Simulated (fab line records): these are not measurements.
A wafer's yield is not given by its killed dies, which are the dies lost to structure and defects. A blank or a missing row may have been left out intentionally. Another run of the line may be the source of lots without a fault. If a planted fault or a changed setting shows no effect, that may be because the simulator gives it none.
Matching of chambers :: flow sky130 :: SKY_PASSIVATION_CVD_00 on pecvd-02 has 3 sister chambers
The step deposits SiO2, target thk 90 nm. 6 wafers are shown with their chamber, then 7 later ones without.

## WAFERS WITH THEIR CHAMBER
wafer: L702.4
chamber: 1
heaterPowerW (W): 812

wafer: L703.1
chamber: 2
heaterPowerW (W): 679

wafer: L703.4
chamber: 0
heaterPowerW (W): 651

wafer: L703.5
chamber: 2
heaterPowerW (W): 676

wafer: L706.4
chamber: 1
heaterPowerW (W): 809

wafer: L706.5
chamber: 0
heaterPowerW (W): 617

## WAFERS WITH NO CHAMBER GIVEN
wafer: L706.6
heaterPowerW (W): 657

wafer: L707.2
heaterPowerW (W): 586

wafer: L707.5
heaterPowerW (W): 518

wafer: L707.6
heaterPowerW (W): 681

wafer: L710.2
heaterPowerW (W): 751

wafer: L710.3
heaterPowerW (W): 613

wafer: L710.4
heaterPowerW (W): 618

## WHICH CHAMBER EACH WENT THROUGH
wafer: L706.6
from the rows above: can't be placed: 2 or 0
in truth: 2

wafer: L707.2
from the rows above: 0
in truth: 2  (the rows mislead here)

wafer: L707.5
from the rows above: 0
in truth: 0

wafer: L707.6
from the rows above: 2
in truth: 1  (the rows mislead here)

wafer: L710.2
from the rows above: can't be placed: 1 or 2
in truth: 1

wafer: L710.3
from the rows above: 0
in truth: 0

wafer: L710.4
from the rows above: 0
in truth: 0
3 of 7 placed correctly. Can't be placed from these rows: 2 (the true chamber is among the candidates in 2). 2 placed wrongly.
How it was worked out, from the rows above alone: a wafer's distance from a chamber is the root of the sum, over the readings, of the square of ((its reading less the chamber's mean) divided by the reading's scatter). If the next closest chamber is less than 2 further off than the closest, the wafer can't be placed; otherwise it belongs to the closest. Each chamber's mean is taken over the wafers shown for it. The scatter: take each reading less its chamber's mean, square it, sum over the shown wafers, divide by the number of wafers less the number of chambers, and take the root.
